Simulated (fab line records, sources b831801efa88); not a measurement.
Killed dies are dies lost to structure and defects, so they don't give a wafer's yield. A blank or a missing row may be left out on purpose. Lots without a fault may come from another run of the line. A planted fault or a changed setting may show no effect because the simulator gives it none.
A struck lot beside a sound one | flow sky130 | 37 steps out of a route of 708
Sound: wafers L647.1, L647.4, L647.6. Struck: wafers L633.3, L633.4, L633.5. The cause comes at the end.
At each step with rows: each side's tool, then ch and its chambers, then its first start. Under that, the readings that differ: sound wafers | struck wafers | difference of the means | sigmas: that difference in standard deviations of wafers without a fault.
alike: readings whose means differ by less than 2 such deviations, and words and numbers that are the same on both sides. not compared: withheld readings, readings that some wafer has no value for, bounds like >300 that may hide the same value, and numbers for which the record gives no deviation and whose values overlap.
The two part at a step that has a row with sigmas, a row that says differs or no value, or rows on one side only. Numbers that don't overlap but have no deviation are shown without sigmas and don't part them. A reading that every wafer of one side lacks parts them only if that side has two wafers or more.

first, 10 steps without rows for these wafers: SKY_RES_PROTECT_DEHYDRATE_00 (time 60 s); SKY_RES_PROTECT_HMDS_01 (prime time 60 s); SKY_RES_PROTECT_COAT_02 (resist thk 1140 nm); SKY_RES_PROTECT_SOFTBAKE_03 (time 60 s); SKY_RES_PROTECT_EXPOSE_04 (exposes mask RPM, target cd 1270 nm); SKY_RES_PROTECT_PEB_05; SKY_RES_PROTECT_DEVELOP_06 (develop time 60 s); SKY_POLY_GATE_IMPLANT_02; SKY_RES_PROTECT_STRIP_07 (strips in O2/N2); SKY_RES_PROTECT_CLEAN_09 (cleans in SC1/SC2, time 150 s).
SKY_POLY_GATE_CVD_03: deposits Si3N4 from DCS/NH3, target thk 75 nm, time 1290 s.
  sound on lpcvd-02 ch 1, day 23 18:52; struck on lpcvd-02 ch 0, day 18 07:08
  reading                  | sound          | struck         | difference | sigmas
  zone_power_upper_pct (%) | 12.5 12.4 12.5 | 13.5 13.4 13.7 | +1.1       | +2
SKY_POLY_GATE_THK_MEAS_04:
  sound on film_metro-03, day 23 20:14; struck on film_metro-02, day 18 08:31
  reading                   | sound          | struck         | difference | sigmas
  POLY_GATE_CVD_03_THK (nm) | 74.5 74.3 74.4 | 66.7 66.5 66.4 | -7.9       | -11
then, 9 steps without rows for these wafers: SKY_POLY_GATE_DEHYDRATE_05 (time 60 s); SKY_POLY_GATE_HMDS_06 (prime time 60 s); SKY_POLY_GATE_COAT_07 (resist thk 110 nm); SKY_POLY_GATE_COAT_08 (resist thk 450 nm); SKY_POLY_GATE_SOFTBAKE_09 (time 90 s); SKY_POLY_GATE_EXPOSE_10 (exposes mask P1M, target cd 150 nm); SKY_POLY_GATE_PEB_11; SKY_POLY_GATE_DEVELOP_12 (develop time 60 s); SKY_POLY_GATE_ETCH_15 (etches BARC in N2/H2, stops on SiO2, time 118.5 s, target depth 110 nm).
SKY_POLY_GATE_ETCH_16: etches Si3N4 in CH3F/O2, stops on poly-Si, time 147.5 s, target depth 75 nm.
  sound on rie_diel-04 ch 1,2,3, day 25 02:37; struck on rie_diel-01 ch 1,2,3, day 19 15:19
  reading               | sound             | struck            | difference | sigmas
  oes_product_au (a.u.) | 0.635 0.640 0.626 | 0.607 0.614 0.613 | -0.022     | -4
  alike: drypump_motor_current_A, throttle_valve_pct
  not compared: rf_hours_counter_h
then, 13 steps without rows for these wafers: SKY_POLY_GATE_ETCH_17 (etches poly-Si in HBr/Cl2, stops on SiO2, target depth 180 nm, time 70.5 s); SKY_POLY_GATE_STRIP_18 (strips in O2/N2); SKY_POLY_GATE_CLEAN_19 (cleans in SC1/SC2, time 150 s); SKY_POLY_GATE_OXIDATION_20 (stabilise 600 s, purge 300 s, target thk 4 nm); SKY_LDD_N_DEHYDRATE_00 (time 60 s); SKY_LDD_N_HMDS_01 (prime time 60 s); SKY_LDD_N_COAT_02 (resist thk 300 nm); SKY_LDD_N_SOFTBAKE_03 (time 60 s); SKY_LDD_N_EXPOSE_04 (exposes mask NTM, target cd 840 nm); SKY_LDD_N_PEB_05; SKY_LDD_N_DEVELOP_06 (develop time 60 s); SKY_LDD_N_IMPLANT_08; SKY_LDD_N_IMPLANT_09.
-- the record jumps here: 8 days lie between the struck wafers' starts before and after (it left off in module LDD_N and takes up again in module POLY_CUT, whose first step shown is number 318 of the route) --
SKY_POLY_CUT_ETCH_11: etches Si3N4 in CF4/CH2F2/Ar, stops on poly-Si, time 42.5 s, target depth 60 nm.
  sound on rie_diel-03 ch 0,1, day 32 09:53; struck on rie_diel-02 ch 1,2,3, day 27 08:40
  reading               | sound             | struck            | difference | sigmas
  oes_product_au (a.u.) | 0.823 0.823 0.823 | 0.775 0.773 0.759 | -0.054     | -9
  alike: drypump_motor_current_A, throttle_valve_pct
  not compared: rf_hours_counter_h
-- the record jumps here: 21 days lie between the struck wafers' starts before and after (it left off in module POLY_CUT and takes up again in module PAD_OPEN, whose first step shown is number 708 of the route) --
SKY_PAD_OPEN_PROBE_99:
  sound on prober-01, day 51 01:36; struck on prober-01, day 47 21:40
  reading                                 | sound             | struck           | difference | sigmas
  model.etest.pfet_01v8.drive_ua_um_range | 5.129 9.614 6.108 | 4.392 2.964 4.56 | -2.978     |
  alike: killed_at_M0_to_M3, killed_at_M4_up, killed_at_contacts, killed_at_front_end, killed_at_other, killed_dies, killed_open, killed_short
  not compared: model.etest.pfet_01v8.drive_ua_um_rim_less_centre, model.etest.pfet_01v8.vt_v_range

WHERE THEY PART
First at SKY_POLY_GATE_CVD_03; last, within this record, at SKY_POLY_CUT_ETCH_11. Later steps at which nothing parts them and some readings are alike: SKY_PAD_OPEN_PROBE_99.

WHY: what the simulator had put in
Site profile drift: lpcvd-02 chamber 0, from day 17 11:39 on, at SKY_POLY_GATE_CVD_03. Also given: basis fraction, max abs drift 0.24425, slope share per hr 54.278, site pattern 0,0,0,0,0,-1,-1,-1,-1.
